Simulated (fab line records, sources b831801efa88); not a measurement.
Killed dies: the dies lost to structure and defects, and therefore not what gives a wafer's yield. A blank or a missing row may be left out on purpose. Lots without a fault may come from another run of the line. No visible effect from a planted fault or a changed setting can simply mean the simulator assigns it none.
A lot that was struck, set against a sound lot ; flow gf180mcu ; 17 steps out of a route of 602
Sound: the wafers L787.1, L787.2, L787.4. Struck: wafer L795.2. (L795.4 of the same lot was not struck and is left out.) The cause comes at the end.
Each step with rows lists, per side, the tool, then ch with its chambers, then its first start. Under that, the readings that differ: sound wafers ; struck wafers ; difference of the means ; sigmas: that difference in standard deviations of wafers without a fault.
alike: a reading whose means differ by less than 2 such deviations, as well as words and numbers matching on both sides. not compared: withheld readings; readings where some wafer has no value; bounds like >300 that might hide an equal value; numbers whose values overlap and for which the record gives no deviation.
A row with sigmas, a row that says differs or no value, or rows on one side alone: a step with any of these is where the two part. Numbers that don't overlap but have no deviation are shown without sigmas and don't part them. Lack of a reading on every wafer of one side parts them only where that side has two or more wafers.

first, 3 steps without rows for these wafers: GF_V5_EXPOSE_11 (exposes mask Via5, target cd 260 nm); GF_V5_PEB_12 (peb time 90 s); GF_V5_DEVELOP_13 (develop time 60 s).
GF_V5_CD_MEAS_14: the cd target is 260 nm.
  sound: cd sem-01 at day 29 01:49; struck: cd sem-02 at day 31 13:11
  alike: cd nm
GF_V5_OVL_MEAS_15:
  sound: overlay-02 at day 29 01:56; struck: overlay-01 at day 31 13:18
  alike: V5_OVL
then, 1 step without rows for these wafers: GF_V5_ETCH_16 (etches BARC in N2/H2).
GF_V5_ETCH_17: etches SiO2 in C4F8/O2/Ar, stops on TiN, target depth 855 nm.
  sound on rie diel-03 ch 0,1,2; struck on rie diel-03 ch 2
  alike: oes product au
GF_V5_STRIP_18: strips in O2/N2.
  sound on plasma asher-02 ch 0,1, day 29 02:07; struck on plasma asher-02 ch 0, day 31 13:29
  alike: drypump motor current A, heater power w, o2 flow sccm, oes product au
  not compared: rf hours counter h
then, 2 steps without rows for these wafers: GF_V5_STRIP_19 (strips in post etch residue remover, time 1200 s); GF_V5_CLEAN_20 (cleans in DIW).
GF_V5_SPUTTER_21: material Ti, target thk 15 nm, time 80.02 s.
  sound: pvd sputter-04 at day 29 03:07; struck: pvd sputter-01 at day 31 14:01
  alike: throttle valve pct
GF_V5_SPUTTER_22: material TiN, target thk 10 nm, time 40 s.
  sound: pvd sputter-04 at day 29 03:10; struck: pvd sputter-01 at day 31 14:05
  alike: throttle valve pct
GF_V5_CVD_23: deposits W, target thk 350 nm, time 104.9 s.
  sound on cvd w-02 ch 0,1, day 29 03:13; struck on cvd w-01 ch 0, day 31 14:07
reading;sound;struck;difference;sigmas
model.W_of_V5_CVD_23.thk nm (nm);349.8 336.7 339;375.3;+33.5;
  alike: heater power w, susceptor temp C
GF_V5_RS_MEAS_24: measurement is done with a four-point probe.
  sound: film metro-03 at day 29 03:19; struck: film metro-01 at day 31 14:15
reading;sound;struck;difference;sigmas
V5_W_RS (ohm/sq);0.328 0.340 0.337;0.304;-0.031;-9
GF_V5_THK_MEAS_25: measures by xrf.
  sound: film metro-03 at day 29 03:26; struck: film metro-01 at day 31 14:22
reading;sound;struck;difference;sigmas
V5_W_THK (nm);373 357 360;396;+33;+8
GF_V5_CMP_26: polishes, stops on SiO2, t overpolish 15 s, target thk 0 nm.
  sound on cmp-01 ch 0,1,2, day 29 03:32; struck on cmp-02 ch 3, day 31 14:25
  alike: motor current A
GF_PASSIVATION_PROBE_99:
  rows exist in the record for the struck wafers here (prober-02, day 33 04:29), but not for the sound ones

WHERE THEY PART
Earliest at GF_V5_RS_MEAS_24; latest, in this record, at GF_PASSIVATION_PROBE_99.

WHY: the cause the simulator had injected
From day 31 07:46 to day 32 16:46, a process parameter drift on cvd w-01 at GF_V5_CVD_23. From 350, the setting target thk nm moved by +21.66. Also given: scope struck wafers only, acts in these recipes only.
